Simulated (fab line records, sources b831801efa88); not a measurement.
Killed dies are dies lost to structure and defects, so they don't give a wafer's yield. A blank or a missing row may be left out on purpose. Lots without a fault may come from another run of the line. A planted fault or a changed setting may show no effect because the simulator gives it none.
A struck lot beside a sound one | flow sky130 | 23 steps out of a route of 708
Sound: wafers L797.2, L797.3, L797.6. Struck: wafers L807.2, L807.3, L807.4. The cause comes at the end.
At each step with rows: each side's tool, then ch and its chambers, then its first start. Under that, the readings that differ: sound wafers | struck wafers | difference of the means | sigmas: that difference in standard deviations of wafers without a fault.
alike: readings whose means differ by less than 2 such deviations, and words and numbers that are the same on both sides. not compared: withheld readings, readings that some wafer has no value for, bounds like >300 that may hide the same value, and numbers for which the record gives no deviation and whose values overlap.
The two part at a step that has a row with sigmas, a row that says differs or no value, or rows on one side only. Numbers that don't overlap but have no deviation are shown without sigmas and don't part them. A reading that every wafer of one side lacks parts them only if that side has two wafers or more.

SKY_METAL2_METAL_ETCH_19: etches the open film in Cl2/BCl3, stops on SiO2, target depth 360 nm, time 78 s.
  sound on rie_metal-01 ch 0,1, day 37 15:08; struck on rie_metal-02 ch 0,1, day 40 07:23
  alike: drypump_motor_current_A, oes_product_au, throttle_valve_pct
  not compared: rf_hours_counter_h
SKY_METAL2_STRIP_20: strips in O2/N2.
  sound on plasma_asher-02 ch 0,1, day 37 15:14; struck on plasma_asher-01 ch 0,1, day 40 07:29
  alike: drypump_motor_current_A, n2_flow_sccm, oes_product_au, strip_time_to_endpoint_s
  not compared: rf_hours_counter_h
then, 4 steps without rows for these wafers: SKY_METAL2_STRIP_21 (strips in post etch residue remover, time 1200 s); SKY_METAL2_CLEAN_22 (cleans in IPA, time 180 s); SKY_METAL2_CLEAN_23 (cleans in O3/DIW); SKY_VIA2_HDPCVD_00 (deposits SiO2, target thk 1180 nm, time 196.7 s).
SKY_VIA2_THK_MEAS_01:
  sound on film_metro-01, day 37 15:58; struck on film_metro-02, day 40 08:14
  alike: VIA2_HDPCVD_THK
SKY_VIA2_CMP_02: polishes SiO2.
  sound on cmp-01 ch 0,1,3, day 37 16:07; struck on cmp-01 ch 0,1,3, day 40 08:20
  alike: motor_current_A
SKY_VIA2_BOW_MEAS_03:
  sound on film_metro-01, day 37 16:20; struck on film_metro-01, day 40 08:37
  alike: VIA2_BOW
then, 3 steps without rows for these wafers: SKY_VIA2_DEHYDRATE_04 (time 60 s); SKY_VIA2_HMDS_05 (prime time 60 s); SKY_VIA2_COAT_06 (resist thk 60 nm).
SKY_VIA2_COAT_07: resist thk 450 nm.
  sound on litho_track-01 ch 0, day 38 04:00; struck on litho_track-01 ch 0, day 40 20:00
  reading                                     | sound                | struck               | difference | sigmas
  spin_speed_rpm (rpm)                        | 3000.1 3001.6 2998.5 | 2952.6 2953.7 2953.9 | -46.7      | -22
  model.KrF-thick_of_VIA2_COAT_07.thk_nm (nm) | 447.4 447.3 447.5    | 453.8 454.2 454.5    | +6.8       |
then, 4 steps without rows for these wafers: SKY_VIA2_SOFTBAKE_08 (time 90 s); SKY_VIA2_EXPOSE_09 (exposes mask VIM2, target cd 200 nm); SKY_VIA2_PEB_10; SKY_VIA2_DEVELOP_11 (develop time 60 s).
SKY_VIA2_CD_MEAS_12: target cd 200 nm.
  sound on cd_sem-01, day 38 16:40; struck on cd_sem-01, day 41 08:14
  alike: cd_nm
SKY_VIA2_OVL_MEAS_13:
  sound on overlay-01, day 38 16:46; struck on overlay-01, day 41 08:21
  alike: VIA2_OVL
SKY_VIA2_ETCH_14: etches BARC in N2/H2, stops on SiO2, time 45.9 s, target depth 60 nm.
  sound on rie_diel-02 ch 0,1,2, day 38 16:48; struck on rie_diel-04 ch 0,2,3, day 41 08:23
  alike: drypump_motor_current_A, n2_flow_sccm, oes_product_au, throttle_valve_pct
  not compared: rf_hours_counter_h
SKY_VIA2_ETCH_15: etches SiO2 in C4F8/O2/Ar, stops on TiN, target depth 546 nm, time 84 s.
  sound on rie_diel-02 ch 0,1,2, day 38 16:50; struck on rie_diel-04 ch 0,2,3, day 41 08:25
  reading                                     | sound             | struck            | difference | sigmas
  model.KrF-thick_of_VIA2_COAT_07.thk_nm (nm) | 278.9 281.3 283.8 | 287.4 288.5 287.5 | +6.5       |
  alike: oes_product_au
  not compared: rf_hours_counter_h
SKY_VIA2_STRIP_16: strips in O2/N2.
  sound on plasma_asher-02 ch 0,1, day 38 16:54; struck on plasma_asher-02 ch 0,1, day 41 08:29
  reading                      | sound             | struck            | difference | sigmas
  n2_flow_sccm (sccm)          | 300.7 299.9 301.5 | 299.9 298.1 299.1 | -1.7       | -2
  strip_time_to_endpoint_s (s) | 3.986 4.023 4.050 | 4.098 4.101 4.101 | +0.080     | +3
  alike: drypump_motor_current_A, oes_product_au
  not compared: rf_hours_counter_h
-- the record jumps here: 8 days lie between the struck wafers' starts before and after (it left off in module VIA2 and takes up again in module PAD_OPEN, whose first step shown is number 708 of the route) --
SKY_PAD_OPEN_PROBE_99:
  the record has rows for the struck wafers here (prober-01, day 49 16:28) and none for the sound ones

WHERE THEY PART
First at SKY_VIA2_COAT_07; last, within this record, at SKY_PAD_OPEN_PROBE_99.

WHY: what the simulator had put in
Process parameter drift: litho_track-01, from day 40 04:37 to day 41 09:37, at SKY_VIA2_COAT_07. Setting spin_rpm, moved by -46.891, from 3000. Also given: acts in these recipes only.
